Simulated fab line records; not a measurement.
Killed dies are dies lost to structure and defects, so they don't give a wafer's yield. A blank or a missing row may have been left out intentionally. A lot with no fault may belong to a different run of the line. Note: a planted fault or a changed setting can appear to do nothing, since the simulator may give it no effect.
Struck lot and sound lot, side by side	flow sky130	17 steps out of a route of 708
Sound: wafers L165.4, L165.5, L165.6. Wafers struck: L183.1, L183.4. Last of all comes the cause.
Each step with rows lists, per side, the tool, then ch with its chambers, then its first start. Under that, the readings that differ: sound wafers	struck wafers	difference of the means	sigmas: that difference in standard deviations of wafers without a fault.
alike: same words and numbers on both sides, and readings whose means sit less than 2 such deviations apart. not compared: any withheld reading, any reading some wafer has no value for, any bound like >300 that may hide the same value, and any number with overlapping values for which the record gives no deviation.
A row with sigmas, a row that says differs or no value, or rows on one side alone: a step with any of these is where the two part. Non-overlapping numbers with no deviation appear without sigmas and do not part them. Lack of a reading on every wafer of one side parts them only where that side has two or more wafers.

first, 2 steps without rows for these wafers: SKY_CONTACT_PEB_12; SKY_CONTACT_DEVELOP_13 (develop time 60 s).
SKY_CONTACT_CD_MEAS_14 targets a cd of 170 nm.
  sound on cd-sem-02, day 31 11:12; struck on cd-sem-02, day 37 11:53
  alike: cd-nm
SKY_CONTACT_OVL_MEAS_15:
  sound on overlay-02, day 31 11:17; struck on overlay-02, day 37 12:01
  alike: CONTACT_OVL
SKY_CONTACT_ETCH_16: etches BARC in N2/H2, stops on SiO2, time 45.9 s, target depth 60 nm.
  sound on rie-diel-01 ch 0,2,3, day 31 11:19; struck on rie-diel-01 ch 2,3, day 37 12:03
reading	sound	struck	difference	sigmas
rf-hours-counter-h (h)	- - -	3 1	no value on the sound wafers	
  alike: drypump-motor-current-A, oes-product-au, throttle-valve-pct
then, 1 step without rows for these wafers: SKY_CONTACT_ETCH_17 (etches SiO2 in C4F8/O2/Ar, stops on Si3N4, target depth 340 nm).
SKY_CONTACT_ETCH_18: etches Si3N4 in CHF3/O2, stops on TiN, time 39 s, target depth 75 nm.
  sound: rie-diel-01 ch 0,2,3; struck: rie-diel-01 ch 2,3
reading	sound	struck	difference	sigmas
rf-hours-counter-h (h)	- - -	3 1	no value on the sound wafers	
  alike: drypump-motor-current-A, oes-product-au, throttle-valve-pct
SKY_CONTACT_STRIP_19: strips in O2/N2.
  sound on plasma-asher-02 ch 0,1, day 31 11:28; struck on plasma-asher-02 ch 0,1, day 37 12:11
  alike: drypump-motor-current-A, oes-product-au, strip-time-to-endpoint-s
  not compared: rf-hours-counter-h
then, 3 steps without rows for these wafers: SKY_CONTACT_STRIP_20 (strips in post etch residue remover, time 1200 s); SKY_CONTACT_CLEAN_21 (cleans in IPA, time 180 s); SKY_CONTACT_CLEAN_22 (cleans in O3/DIW).
SKY_CONTACT_SPUTTER_23: material TiN, target thk 20 nm, time 80 s.
  sound on pvd-sputter-02, day 31 12:03; struck on pvd-sputter-04, day 37 12:46
  alike: cathode-dc-power-W, throttle-valve-pct
SKY_CONTACT_CVD_24: deposits W, target thk 340 nm, time 102.12 s.
  sound on cvd-w-01 ch 0,1, day 31 12:09; struck on cvd-w-02 ch 0, day 37 12:50
reading	sound	struck	difference	sigmas
model.W_of_CONTACT_CVD_24.thk-nm (nm)	337.3 340.2 338.6	461.6 463.1	+123.7	
  alike: heater-power-w
SKY_CONTACT_RS_MEAS_25: a four-point-probe measurement.
  sound on film-metro-03, day 31 12:17; struck on film-metro-04, day 37 12:56
reading	sound	struck	difference	sigmas
CONTACT_W_RS (ohm/sq)	0.3410 0.3383 0.3396	0.2485 0.2477	-0.0915	-31
SKY_CONTACT_THK_MEAS_26: measures by xrf.
  sound on film-metro-03, day 31 12:23; struck on film-metro-04, day 37 13:04
reading	sound	struck	difference	sigmas
CONTACT_W_THK (nm)	343 343 343	467 471	+126	+22
SKY_CONTACT_CMP_27: polishes, stops on SiO2, t overpolish 15 s, target thk 0 nm.
  sound on cmp-02 ch 1,2, day 31 12:25; struck on cmp-01 ch 1,2, day 37 13:13
reading	sound	struck	difference	sigmas
time-to-endpoint-s (s)	82 88 83	109 106	+23	+5
  alike: head-pressure-psi, motor-current-A
SKY_METAL1_SPUTTER_00: material Ti, target thk 15 nm, time 10 s.
  sound on pvd-sputter-04, day 31 12:43; struck on pvd-sputter-03, day 37 13:25
  alike: cathode-dc-power-W, throttle-valve-pct

== WHERE THEY PART ==
First at SKY_CONTACT_ETCH_16; last, within this record, at SKY_CONTACT_CMP_27. Later steps at which nothing parts them and some readings are alike: SKY_METAL1_SPUTTER_00.

WHY: the cause the simulator had injected
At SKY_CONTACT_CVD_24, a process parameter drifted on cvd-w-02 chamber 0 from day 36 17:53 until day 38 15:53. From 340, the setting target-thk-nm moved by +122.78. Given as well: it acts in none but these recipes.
